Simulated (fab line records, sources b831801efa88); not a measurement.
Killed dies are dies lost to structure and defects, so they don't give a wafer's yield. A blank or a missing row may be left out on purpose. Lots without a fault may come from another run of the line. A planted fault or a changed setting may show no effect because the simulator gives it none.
Chamber matching | flow sky130 | SKY_VIA4_CMP_21 on cmp-01: 4 sister chambers
The step polishes, stops on SiO2, t overpolish 25 s, target thk 0 nm. 8 wafers are shown with their chamber, then 7 later ones without.

WAFERS WITH THEIR CHAMBER
wafer  | chamber | motor_current_A (A) | time_to_endpoint_s (s)
L570.2 | 3       | 11.2                | 125
L571.1 | 1       | 9.1                 | 126
L571.6 | 3       | 11.6                | 125
L573.1 | 2       | 10.0                | 119
L573.2 | 1       | 9.6                 | 121
L573.3 | 0       | 11.6                | 124
L574.1 | 2       | 10.4                | 118
L574.4 | 0       | 11.5                | 121

WAFERS WITHOUT THEIR CHAMBER
wafer  | motor_current_A (A) | time_to_endpoint_s (s)
L574.5 | 11.7                | 117
L575.2 | 10.2                | 121
L575.3 | 9.1                 | 122
L575.4 | 11.8                | 123
L576.1 | 9.5                 | 129
L576.3 | 12.0                | 123
L576.4 | 11.0                | 127

WHICH CHAMBER EACH WENT THROUGH
wafer  | from the rows above     | in truth
L574.5 | can't be placed: 0 or 3 | 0
L575.2 | 2                       | 2
L575.3 | 1                       | 1
L575.4 | can't be placed: 0 or 3 | 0
L576.1 | 1                       | 1
L576.3 | can't be placed: 0 or 3 | 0
L576.4 | can't be placed: 3 or 0 | 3
Placed correctly: 3 of 7. Can't be placed from these rows: 4 (the true chamber is among the candidates in 4). Placed wrongly: 0.
How it was worked out, from the rows above alone: a wafer's distance from a chamber is the root of the sum, over the readings, of the square of ((its reading less the chamber's mean) divided by the reading's scatter). The wafer belongs to the nearest chamber; if the next one is less than 2 further off, it can't be placed. A chamber's mean is the mean of its shown wafers. The scatter: the root of (the sum of the squares of (reading less its chamber's mean) over the shown wafers, divided by (wafers less chambers)).
